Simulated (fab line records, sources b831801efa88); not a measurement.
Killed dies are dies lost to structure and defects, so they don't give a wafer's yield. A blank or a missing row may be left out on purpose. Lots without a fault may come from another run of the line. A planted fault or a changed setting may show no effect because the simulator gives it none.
fab line records | flow sky130
record lots=6 wafers=18 last_day=50
route steps=708 shown LDD_HVN@274 LDD_HVP@278 LDD_LDN@289 PAD_OPEN@708
lots that met no fault: from a run of the same line without faults
start_h: hours from the record's first day to the start of the lot's first wafer shown | wait_h: hours since the lot's step before | " the same as in the row above | L1.1+2: a row that stands for several wafers | - no value, or no start given | * or withheld: withheld | < > ~ a bound
route shown NAME@n: a module of which the file shows steps, and the number in the route of the first | usual: mean/standard deviation of fault-free wafers | same: alike in all rows | chamber/n: place in a boat | sites: the reading at each site | _std_site: their standard deviation | _edge_site: outer sites' mean less inner sites' | radius_mm: how far each site lies from the wafer's centre | mask NAME#n: copy n | behind: the tool/chamber that last shaped the wafer | hold: why the lot was held/for how many hours/how that ended | device: the transistor (n, p or np) that didn't switch | end of line: the same wafers' tests at the end of the route | a step without rows: its recipe alone | killed: dies lost to structure and defects at the first sort, not the wafer's yield | map: a wafer's dies, x killed, . not, _ none there
set.NAME: the setting as run; set.NAME@STEP: as run at that earlier step | model.NAME: the simulator's own value behind a step, which no gauge read
lots at some steps of the route; a table a step, a row a wafer
services: from which hour (start_h, from the record's first day; less than 0 if before it) a tool's chamber was out of use, for how many hours, and why
## steps
# step SKY_LDD_HVN_OVL_MEAS_07
# usual LDD_HVN_OVL=-0.6/1.4
# columns lot.wafer tool chamber start_h wait_h LDD_HVN_OVL[nm]
L666.1 overlay-01 - 524.42 0.1 0.5
L666.2 " - " " -0.6
L666.4 " - " " -1.8
L671.2 overlay-01 - 569.07 0.1 -1.9
L671.4 " - " " 1.4
L671.5 " - " " 0.2
L674.3 overlay-02 - 595.83 0.1 0.9
L674.4 " - " " -1.3
L674.5 " - " " -0.5
L677.1 overlay-02 - 613.88 0.1 -0.4
L677.2 " - " " 0.1
L677.3 " - " " -0.6
L680.1 overlay-02 - 638.27 0.1 -0.6
L680.2 " - " " -2.1
L680.3 " - " " -0.6
L682.1 overlay-01 - 656.43 0.1 0.0
L682.3 " - " " -0.1
L682.6 " - " " -0.7
# step SKY_LDD_HVN_IMPLANT_08
# recipe species=P energy_kev=60 dose_cm2=3e+13 tilt_deg=40
# step SKY_LDD_HVN_STRIP_09
# recipe chemistry=O2/N2 power_w=1400 pressure_mtorr=1500 platen_temp_c=withheld o2_flow_sccm=3000 n2_flow_sccm=300 overash_fraction=0.5
# usual drypump_motor_current_A=5.7/0.33 oes_product_au=0.409/0.0044 strip_time_to_endpoint_s=4.137/0.012
# columns lot.wafer tool chamber start_h wait_h drypump_motor_current_A oes_product_au rf_hours_counter_h strip_time_to_endpoint_s
L666.1 plasma_asher-01 1 524.61 0.1 5.9 0.416 79 4.147
L666.2 " 0 " " 5.8 0.406 79 4.148
L666.4 " 1 " " 5.9 0.412 - 4.155
L671.2 plasma_asher-01 0 569.25 0.1 5.9 0.412 84 4.128
L671.4 " 1 " " 5.9 0.409 - 4.130
L671.5 " 0 " " 5.9 0.414 - 4.113
L674.3 plasma_asher-03 1 596.04 0.1 5.8 0.411 - 4.136
L674.4 " 0 " " 4.9 0.412 - 4.128
L674.5 " 0 " " 4.9 0.414 - 4.122
L677.1 plasma_asher-01 0 614.06 0.1 5.9 0.412 88 4.151
L677.2 " 1 " " 5.9 0.412 88 4.155
L677.3 " 1 " " 5.9 0.407 - 4.133
L680.1 plasma_asher-01 1 638.46 0.1 5.9 0.410 90 4.136
L680.2 " 0 " " 5.8 0.411 90 4.140
L680.3 " 0 " " 5.9 0.405 - 4.142
L682.1 plasma_asher-03 1 656.61 0.1 5.8 0.405 82 4.149
L682.3 " 1 " " 5.8 0.418 - 4.124
L682.6 " 0 " " 4.9 0.414 - 4.151
# step SKY_LDD_HVN_TW_MEAS_10
# usual LDD_HVN_TW=1446/11
# columns lot.wafer tool chamber start_h wait_h LDD_HVN_TW
L666.1 film_metro-04 - 524.71 0.1 1460
L666.2 " - " " 1450
L666.4 " - " " 1455
L671.2 film_metro-02 - 569.36 0.1 1449
L671.4 " - " " 1452
L671.5 " - " " 1453
L674.3 film_metro-03 - 596.12 0.1 1432
L674.4 " - " " 1434
L674.5 " - " " 1433
L677.1 film_metro-02 - 614.16 0.1 1457
L677.2 " - " " 1454
L677.3 " - " " 1457
L680.1 film_metro-02 - 638.56 0.1 1452
L680.2 " - " " 1457
L680.3 " - " " 1455
L682.1 film_metro-03 - 656.71 0.1 1444
L682.3 " - " " 1435
L682.6 " - " " 1450
# step SKY_LDD_HVP_DEHYDRATE_00
# recipe temp_c=200 time_s=60
# step SKY_LDD_HVP_HMDS_01
# recipe prime_time_s=60 prime_temp_c=120
# step SKY_LDD_HVP_COAT_02
# recipe resist=NOVOLAK spin_rpm=3000 resist_thk_nm=300
# step SKY_LDD_HVP_SOFTBAKE_03
# recipe temp_c=90 time_s=60 resist=NOVOLAK
# step SKY_LDD_HVP_EXPOSE_04
# recipe mask_id=HVPTM na=0.6 source_shape=conventional sigma_outer=0.6 polarization=unpolarized target_cd_nm=700 dose_mj=86
# step SKY_LDD_HVP_PEB_05
# recipe temp_c=withheld time_s=* resist=NOVOLAK
# step SKY_LDD_HVP_DEVELOP_06
# recipe resist=NOVOLAK developer=TMAH develop_time_s=60 dev_temp_c=23
# step SKY_LDD_HVP_OVL_MEAS_07
# usual LDD_HVP_OVL=0.1/1.3
# columns lot.wafer tool chamber start_h wait_h LDD_HVP_OVL[nm]
L666.1 overlay-01 - 554.53 0.1 -0.8
L666.2 " - " " -0.1
L666.4 " - " " -0.4
L671.2 overlay-02 - 598.48 0.1 -0.1
L671.4 " - " " 1.3
L671.5 " - " " 1.5
L674.3 overlay-01 - 625.14 0.1 -1.3
L674.4 " - " " -1.5
L674.5 " - " " -2.1
L677.1 overlay-02 - 642.18 0.1 -0.3
L677.2 " - " " -2.2
L677.3 " - " " -1.3
L680.1 overlay-01 - 665.88 0.1 -1.8
L680.2 " - " " -0.3
L680.3 " - " " -0.6
L682.1 overlay-02 - 684.97 0.1 0.0
L682.3 " - " " -2.3
L682.6 " - " " -2.0
# step SKY_LDD_HVP_IMPLANT_08
# recipe species=B energy_kev=20 dose_cm2=1.7e+13 tilt_deg=17.9
# usual beam_on_s=10.00/0.2 faraday_current_uA=95.8/1.9
# columns lot.wafer tool chamber start_h wait_h beam_on_s faraday_current_uA
L666.1 implanter-01 0 554.56 0.0 10.02 95.8
L666.2 " 0 " " 9.98 95.7
L666.4 " 0 " " 10.09 95.1
L671.2 implanter-01 0 598.54 0.0 11.98 80.3
L671.4 " 0 " " 12.06 79.4
L671.5 " 0 " " 11.64 82.2
L674.3 implanter-01 0 625.21 0.1 12.12 78.9
L674.4 " 0 " " 11.88 80.8
L674.5 " 0 " " 12.19 78.8
L677.1 implanter-03 0 642.21 0.0 9.88 97.1
L677.2 " 0 " " 10.14 94.6
L677.3 " 0 " " 10.33 92.7
L680.1 implanter-03 0 665.91 0.0 10.18 93.8
L680.2 " 0 " " 9.92 96.6
L680.3 " 0 " " 9.74 98.4
L682.1 implanter-04 0 685.00 0.0 9.96 96.4
L682.3 " 0 " " 9.92 96.6
L682.6 " 0 " " 10.08 94.9
# step SKY_LDD_HVP_STRIP_09
# recipe chemistry=O2/N2 power_w=1400 pressure_mtorr=1500 platen_temp_c=withheld o2_flow_sccm=3000 n2_flow_sccm=300 overash_fraction=0.5
# usual drypump_motor_current_A=5.8/0.32 oes_product_au=0.408/0.0043 strip_time_to_endpoint_s=4.138/0.016
# columns lot.wafer tool chamber start_h wait_h drypump_motor_current_A oes_product_au rf_hours_counter_h strip_time_to_endpoint_s
L666.1 plasma_asher-04 1 554.71 0.1 6.0 0.412 13 4.134
L666.2 " 0 " " 5.8 0.409 13 4.127
L666.4 " 1 " " 6.0 0.402 - 4.160
L671.2 plasma_asher-01 0 598.66 0.1 5.9 0.405 87 4.150
L671.4 " 1 " " 5.9 0.405 - 4.149
L671.5 " 0 " " 5.8 0.412 - 4.168
L674.3 plasma_asher-01 1 625.35 0.1 5.9 0.412 - 4.161
L674.4 " 0 " " 5.8 0.414 - 4.127
L674.5 " 1 " " 5.9 0.418 - 4.134
L677.1 plasma_asher-03 1 642.36 0.1 5.8 0.403 81 4.136
L677.2 " 0 " " 4.9 0.412 81 4.143
L677.3 " 1 " " 5.8 0.406 - 4.150
L680.1 plasma_asher-04 1 666.06 0.1 6.0 0.409 25 4.138
L680.2 " 0 " " 5.8 0.413 25 4.138
L680.3 " 0 " " 5.8 0.410 - 4.144
L682.1 plasma_asher-04 1 685.15 0.1 6.0 0.409 27 4.124
L682.3 " 0 " " 5.8 0.408 - 4.134
L682.6 " 0 " " 5.7 0.412 - 4.120
# step SKY_LDD_HVP_TW_MEAS_10
# usual LDD_HVP_TW=461/4.8
# columns lot.wafer tool chamber start_h wait_h LDD_HVP_TW
L666.1 film_metro-04 - 554.81 0.1 460
L666.2 " - " " 460
L666.4 " - " " 459
L671.2 film_metro-01 - 598.77 0.1 495
L671.4 " - " " 491
L671.5 " - " " 494
L674.3 film_metro-01 - 625.43 0.1 491
L674.4 " - " " 493
L674.5 " - " " 495
L677.1 film_metro-04 - 642.46 0.1 460
L677.2 " - " " 462
L677.3 " - " " 463
L680.1 film_metro-04 - 666.16 0.1 458
L680.2 " - " " 460
L680.3 " - " " 459
L682.1 film_metro-03 - 685.25 0.1 454
L682.3 " - " " 451
L682.6 " - " " 454
# step SKY_LDD_LDN_DEHYDRATE_00
# recipe temp_c=200 time_s=60
# step SKY_PAD_OPEN_PROBE_99
# usual killed_at_M0_to_M3=44/7.7 killed_at_M4_up=3.2/1.7 killed_at_contacts=24/5.3 killed_at_front_end=15/4.3 killed_at_other=0.3/0.57 killed_dies=87/11 killed_open=47/7.4 killed_short=40/6.5
# same gross_dies=492 killed_at_back_side=0
# columns lot.wafer tool chamber start_h wait_h killed_at_M0_to_M3 killed_at_M4_up killed_at_contacts killed_at_front_end killed_at_other killed_dies killed_open killed_short model.etest.tip_p_5v.rs_ohm_sq model.etest.pfet_g5v0d10v5.r_on_ohm_um
L666.1 prober-01 - 1117.37 0.1 46 3 25 12 0 86 48 38 2863 4796
L666.2 prober-01 - 1117.42 0.1 47 5 15 17 0 84 40 44 2868 4860
L666.4 prober-01 - 1117.52 0.2 44 4 30 20 1 99 47 52 2867 4755
L671.2 prober-02 - 1145.85 0.1 35 2 25 15 0 77 45 32 2505 4611
L671.4 prober-02 - 1145.95 0.2 46 3 20 16 0 85 40 45 2502 4636
L671.5 prober-02 - 1146.00 0.2 47 4 23 17 0 91 39 52 2512 4659
L674.3 prober-02 - 1162.39 0.2 33 3 23 16 0 75 41 33 2475 4671
L674.4 prober-02 - 1162.44 0.2 35 5 26 20 0 86 50 36 2476 4725
L674.5 prober-02 - 1162.49 0.2 44 4 23 15 0 86 52 34 2483 4728
L677.1 prober-02 - 1172.10 0.1 54 3 18 13 2 90 46 44 2833 4615
L677.2 prober-02 - 1172.15 0.1 39 7 21 20 0 87 44 43 2855 4630
L677.3 prober-02 - 1172.20 0.2 55 3 22 16 0 96 53 43 2831 4650
L680.1 prober-01 - 1187.97 0.1 43 2 27 14 0 86 52 33 2848 4730
L680.2 prober-01 - 1188.02 0.1 35 0 17 11 0 63 31 31 2849 4744
L680.3 prober-01 - 1188.07 0.2 35 3 16 16 0 70 39 30 2863 4755
L682.1 prober-01 - 1194.14 0.1 33 4 24 17 2 80 43 36 2876 4716
L682.3 prober-01 - 1194.24 0.2 35 4 20 12 0 71 38 33 2883 4685
L682.6 prober-01 - 1194.39 0.2 44 1 27 12 1 85 40 44 2886 4728
# killed by level:class
L666.1 CONTACT:geometric_particle:open=11 VIA1:geometric_particle:open=11 VIA3:geometric_particle:open=9 CONTACT:geometric_particle:short=6 METAL2:geometric_particle:short=6 FIELD_ISO:geometric_particle:open=4 LI_CONTACT:geometric_particle:open=4 METAL1:geometric_particle:short=4
L666.2 VIA1:geometric_particle:short=9 VIA3:geometric_particle:open=8 FIELD_ISO:geometric_particle:short=7 METAL2:geometric_particle:short=7 VIA1:geometric_particle:open=6 CONTACT:geometric_particle:open=5 CONTACT:geometric_particle:short=5 VIA2:geometric_particle:open=4
L666.4 FIELD_ISO:geometric_particle:open=9 METAL2:geometric_particle:short=8 LI_CONTACT:geometric_particle:open=8 CONTACT:geometric_particle:short=7 VIA3:geometric_particle:open=7 CONTACT:geometric_particle:open=6 VIA1:geometric_particle:open=6 FIELD_ISO:geometric_particle:short=5
L671.2 VIA1:geometric_particle:open=10 CONTACT:geometric_particle:open=9 VIA3:geometric_particle:open=6 FIELD_ISO:geometric_particle:open=5 LI_CONTACT:geometric_particle:open=5 LOCAL_INTERCONNECT:geometric_particle:short=5 CONTACT:geometric_particle:short=5 VIA2:geometric_particle:open=5
L671.4 VIA1:geometric_particle:short=8 VIA2:geometric_particle:open=8 CONTACT:geometric_particle:open=6 VIA3:geometric_particle:open=6 VIA2:geometric_particle:short=5 LOCAL_INTERCONNECT:geometric_particle:short=5 METAL1:geometric_particle:short=5 VIA1:geometric_particle:open=5
L671.5 VIA1:geometric_particle:open=12 METAL2:geometric_particle:short=9 CONTACT:geometric_particle:open=8 METAL1:geometric_particle:short=6 VIA3:geometric_particle:short=6 FIELD_ISO:geometric_particle:short=4 LI_CONTACT:geometric_particle:short=4 LOCAL_INTERCONNECT:geometric_particle:short=4
L674.3 VIA3:geometric_particle:open=7 CONTACT:geometric_particle:open=7 CONTACT:geometric_particle:short=7 VIA1:geometric_particle:open=6 FIELD_ISO:geometric_particle:open=5 LI_CONTACT:geometric_particle:open=5 VIA2:geometric_particle:open=5 FIELD_ISO:geometric_particle:short=4
L674.4 CONTACT:geometric_particle:open=10 LI_CONTACT:geometric_particle:open=8 VIA3:geometric_particle:open=7 VIA1:geometric_particle:open=6 SPACER:geometric_particle:open=5 POLY_GATE:geometric_particle:short=4 METAL1:geometric_particle:short=4 METAL2:geometric_particle:short=4
L674.5 VIA1:geometric_particle:open=12 CONTACT:geometric_particle:open=11 VIA3:geometric_particle:open=8 LI_CONTACT:geometric_particle:open=6 METAL2:geometric_particle:short=5 LI_CONTACT:geometric_particle:short=4 METAL1:geometric_particle:short=4 VIA1:geometric_particle:short=4
L677.1 VIA1:geometric_particle:open=16 METAL2:geometric_particle:short=8 VIA2:geometric_particle:open=8 VIA3:geometric_particle:short=6 LI_CONTACT:geometric_particle:open=5 LI_CONTACT:geometric_particle:short=4 CONTACT:geometric_particle:open=4 VIA1:geometric_particle:short=4
L677.2 VIA1:geometric_particle:open=10 CONTACT:geometric_particle:open=7 FIELD_ISO:geometric_particle:open=6 METAL4:geometric_particle:short=6 FIELD_ISO:geometric_particle:short=5 POLY_GATE:geometric_particle:open=5 CONTACT:geometric_particle:short=5 METAL1:geometric_particle:short=5
L677.3 VIA1:geometric_particle:open=12 LOCAL_INTERCONNECT:geometric_particle:short=8 VIA2:geometric_particle:open=8 METAL1:geometric_particle:short=7 VIA3:geometric_particle:open=7 VIA1:geometric_particle:short=6 LI_CONTACT:geometric_particle:open=5 METAL1:geometric_particle:open=5
L680.1 VIA1:geometric_particle:open=14 LI_CONTACT:geometric_particle:open=12 VIA2:geometric_particle:open=7 LOCAL_INTERCONNECT:geometric_particle:short=5 METAL1:geometric_particle:short=5 CONTACT:geometric_particle:open=4 VIA3:geometric_particle:open=4 POLY_GATE:geometric_particle:open=3
L680.2 VIA3:geometric_particle:open=7 FIELD_ISO:geometric_particle:short=6 CONTACT:geometric_particle:short=5 CONTACT:geometric_particle:open=5 VIA1:geometric_particle:open=5 VIA2:geometric_particle:open=5 POLY_GATE:geometric_particle:open=4 LI_CONTACT:geometric_particle:open=4
L680.3 VIA1:geometric_particle:open=9 LI_CONTACT:geometric_particle:open=7 METAL1:geometric_particle:short=6 FIELD_ISO:geometric_particle:short=5 POLY_GATE:geometric_particle:open=5 VIA2:geometric_particle:open=5 VIA3:geometric_particle:open=5 CONTACT:geometric_particle:short=4
L682.1 CONTACT:geometric_particle:open=8 LOCAL_INTERCONNECT:geometric_particle:short=7 VIA3:geometric_particle:open=6 VIA1:geometric_particle:open=5 VIA1:geometric_particle:short=5 VIA2:geometric_particle:open=5 FIELD_ISO:geometric_particle:open=4 LI_CONTACT:geometric_particle:open=4
L682.3 VIA3:geometric_particle:open=9 CONTACT:geometric_particle:open=7 CONTACT:geometric_particle:short=5 METAL2:geometric_particle:short=5 VIA1:geometric_particle:open=5 LI_CONTACT:geometric_particle:open=4 VIA3:geometric_particle:short=4 FIELD_ISO:geometric_particle:short=3
L682.6 VIA1:geometric_particle:short=9 LI_CONTACT:geometric_particle:open=8 VIA1:geometric_particle:open=8 CONTACT:geometric_particle:short=7 VIA3:geometric_particle:open=6 POLY_GATE:geometric_particle:short=5 CONTACT:geometric_particle:open=5 POLY_GATE:geometric_particle:open=4
## services
# columns tool chamber start_h hours kind
implanter-01 - 554.89 1.2 repair
implanter-03 - 558.63 2.3 repair
implanter-03 - 577.71 1.3 repair
plasma_asher-01 - 597.15 1.4 repair
implanter-01 - 603.71 2.9 pm
implanter-01 - 644.56 0.8 repair
implanter-04 - 658.76 4.6 pm
implanter-04 - 668.63 3.4 pm
## key
first_sign step=SKY_LDD_HVP_IMPLANT_08 reading=beam_on_s direction=up sigmas=9.9 usual=10.00 struck=11.98
effect step=SKY_LDD_HVP_IMPLANT_08 reading=faraday_current_uA direction=down sigmas=8.1 usual=95.8 struck=80.1
effect step=SKY_LDD_HVP_TW_MEAS_10 reading=LDD_HVP_TW direction=up sigmas=6.8 usual=461 struck=493
model_effect step=SKY_PAD_OPEN_PROBE_99 value=etest.tip_p_5v.rs_ohm_sq without=2861 struck=2492
met_at SKY_LDD_HVP_IMPLANT_08
struck_wafers L671.2,L671.4,L671.5,L674.3,L674.4,L674.5
tester_left_out L671,L674
onset_between 554.56 598.54
fault kind=process_parameter_drift tool=implanter-01 chamber=- onset_h=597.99 steps=SKY_LDD_HVP_IMPLANT_08 channel=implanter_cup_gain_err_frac offset=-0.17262 shape=step end_h=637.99
# tester_left_out: of these lots the tester's yield and bins aren't shown, on N5 and GAA mostly nor the transistor test; their killed dies are dies lost to structure and defects alone, not to doping, threshold or leakage, so they don't give the yield
